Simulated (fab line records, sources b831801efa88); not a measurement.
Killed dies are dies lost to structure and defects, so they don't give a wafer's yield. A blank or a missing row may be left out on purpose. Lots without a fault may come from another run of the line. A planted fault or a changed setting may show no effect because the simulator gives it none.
Which tool did it? | flow gf180mcu | 6 lots, 18 wafers sampled, at 2 steps of a route of 602

WHAT THE GAUGES READ, wafer by wafer
GF_VT_IMPLANT_OVL_MEAS_07.
lot  | measured     | on         | VT_IMPLANT_OVL (nm)
L202 | day 6 04:43  | overlay-01 | 0.0 1.6 3.2
L204 | day 6 15:05  | overlay-02 | 1.8 1.4 1.7
L209 | day 7 21:12  | overlay-01 | 0.7 0.9 1.1
L215 | day 9 12:45  | overlay-02 | -0.3 -0.2 0.3
L219 | day 10 13:52 | overlay-02 | -2.6 -2.3 -2.1
L223 | day 11 13:58 | overlay-02 | 0.3 -1.1 -2.5

WHICH TOOL RAN EACH LOT (tool, then ch and the chambers of the sampled wafers, then the start)
lot  | GF_LVPWELL_IMPLANT_08
L202 | implanter-02 ch 0, day 4 09:13
L204 | implanter-02 ch 0, day 4 18:56
L209 | implanter-04 ch 0, day 5 22:08
L215 | implanter-01 ch 0, day 7 09:42
L219 | implanter-04 ch 0, day 8 09:27
L223 | implanter-01 ch 0, day 9 07:47
- GF_LVPWELL_IMPLANT_08

THE ANSWER, worked out from the rows above alone
Rule: what is usual is taken from the lots themselves. Put in order of their means at a reading, lots are off if they are a third of the lots or fewer, leave a main group of 4 or more, and stand apart from it by a gap of 3 or more times the standard deviation of the main group's means; of several such gaps the widest counts. A main group whose means are all the same, to the digits that the tables above print for the reading, isn't used. A lot without any number at a reading at which 4 lots or more have one is off too. The other lots that the step has rows for count as sound.
No lot is off at any reading shown: from this, nothing can be told.

WHAT THE SIMULATOR HAD PUT IN
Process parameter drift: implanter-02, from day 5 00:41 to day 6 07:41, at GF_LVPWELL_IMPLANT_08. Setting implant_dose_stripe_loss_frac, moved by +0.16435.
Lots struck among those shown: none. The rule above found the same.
